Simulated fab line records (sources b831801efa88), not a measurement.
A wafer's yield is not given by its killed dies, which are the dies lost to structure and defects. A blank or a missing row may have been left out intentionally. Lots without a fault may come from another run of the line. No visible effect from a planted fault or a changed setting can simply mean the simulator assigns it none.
A struck lot beside a sound one :: flow sky130 :: 23 out of 708 route steps
Sound: these wafers, L885.1, L885.2, L885.6. The struck wafers were L891.1, L891.5, L891.6. The cause is given at the end.
At each step with rows: each side's tool, then ch and its chambers, then its first start. Under that, the readings that differ: sound wafers :: struck wafers :: difference of the means :: sigmas: that difference in standard deviations of wafers without a fault.
alike: words and numbers the same on both sides, and readings whose means are apart by under 2 such deviations; not compared: readings that were withheld, readings missing a value for some wafer, numbers with overlapping values and no deviation given by the record, and bounds like >300 which may hide the same value.
The two part at a step that has a row with sigmas, a row that says differs or no value, or rows on one side only. When numbers do not overlap yet have no deviation, they are printed without sigmas and do not part them. A reading missing from all wafers of one side parts the sides only when that side holds two or more wafers.

SKY_PASSIVATION_CVD_00: deposits SiO2, target thk 90 nm.
  sound on pecvd-01 ch 0,1, day 46 14:02; struck on pecvd-01 ch 1,2, day 48 03:30
  alike: heater_power_w
SKY_PASSIVATION_THK_MEAS_01:
  struck on film_metro-02, day 48 03:31; sound on film_metro-02, day 46 14:06
  alike: PASSIVATION_CVD_00_THK
SKY_PASSIVATION_CVD_02: deposits Si3N4, target thk 540 nm.
  sound on pecvd-02 ch 1,2, day 46 14:10; struck on pecvd-02 ch 0,1,2, day 48 03:35
  alike: heater_power_w
SKY_PASSIVATION_THK_MEAS_03:
  struck on film_metro-02, day 48 03:49; sound on film_metro-02, day 46 14:23
  alike: PASSIVATION_CVD_02_THK
then, 7 steps without rows for these wafers: SKY_PASSIVATION_DEHYDRATE_04 (time 60 s); SKY_PASSIVATION_HMDS_05 (prime time 60 s); SKY_PASSIVATION_COAT_06 (resist thk 3000 nm); SKY_PASSIVATION_SOFTBAKE_07; SKY_PASSIVATION_EXPOSE_08 (exposes mask NSM, target cd 3000 nm); SKY_PASSIVATION_PEB_09; SKY_PASSIVATION_DEVELOP_10 (develop time 60 s).
SKY_PASSIVATION_ETCH_11: etches the open film in CF4/O2, stops on AlCu, target depth 725 nm, time 161.1 s.
  sound on rie_diel-01 ch 0,1,3, day 47 10:20; struck on rie_diel-02 ch 1,3, day 48 22:17
  alike: drypump_motor_current_A, oes_product_au, throttle_valve_pct
  not compared: rf_hours_counter_h
SKY_PASSIVATION_STRIP_12: strips in O2/N2.
  sound on plasma_asher-04 ch 0,1, day 47 10:26; struck on plasma_asher-02 ch 0,1, day 48 22:23
  no value came back on the struck wafers for chamber_pressure_mTorr (mTorr), drypump_motor_current_A (A), oes_product_au (a.u.), strip_time_to_endpoint_s (s); on the sound wafers chamber_pressure_mTorr (mTorr) reads 1499.0 1500.0 1502.9
reading: model.coat_of_PASSIVATION_COAT_06.thk_nm (nm)
sound: 0 0 0
struck: 2530 2525 2520
difference: +2525
sigmas: 
  not compared: rf_hours_counter_h
then, 7 steps without rows for these wafers: SKY_PAD_OPEN_DEHYDRATE_00 (time 60 s); SKY_PAD_OPEN_HMDS_01 (prime time 60 s); SKY_PAD_OPEN_COAT_02 (resist thk 3000 nm); SKY_PAD_OPEN_SOFTBAKE_03; SKY_PAD_OPEN_EXPOSE_04 (exposes mask PDM, target cd 60000 nm); SKY_PAD_OPEN_PEB_05; SKY_PAD_OPEN_DEVELOP_06 (develop time 60 s).
SKY_PAD_OPEN_ETCH_07: etches the open film in CF4/O2, stops on AlCu, target depth 725 nm, time 161.1 s.
  sound on rie_diel-01 ch 0,2,3, day 48 06:09; struck on rie_diel-04 ch 2,3, day 49 15:06
  alike: drypump_motor_current_A, oes_product_au, throttle_valve_pct
  not compared: rf_hours_counter_h
SKY_PAD_OPEN_STRIP_08: strips in O2/N2.
  sound on plasma_asher-04 ch 0,1, day 48 06:15; struck on plasma_asher-04 ch 0,1, day 49 15:12
reading: oes_product_au (a.u.)
sound: 0.661 0.661 0.662
struck: 0.691 0.696 0.692
difference: +0.032
sigmas: +7

reading: strip_time_to_endpoint_s (s)
sound: 37.16 37.10 37.08
struck: 74.45 74.40 74.26
difference: +37.26
sigmas: +99 or more
  alike: chamber_pressure_mTorr, drypump_motor_current_A
  not compared: rf_hours_counter_h
then, 1 step without rows for these wafers: SKY_PAD_OPEN_STRIP_09 (strips in post etch residue remover, time 1200 s).

WHERE THEY PART
Earliest at SKY_PASSIVATION_STRIP_12; latest, in this record, at SKY_PAD_OPEN_STRIP_08.

WHY: what the simulator had put in
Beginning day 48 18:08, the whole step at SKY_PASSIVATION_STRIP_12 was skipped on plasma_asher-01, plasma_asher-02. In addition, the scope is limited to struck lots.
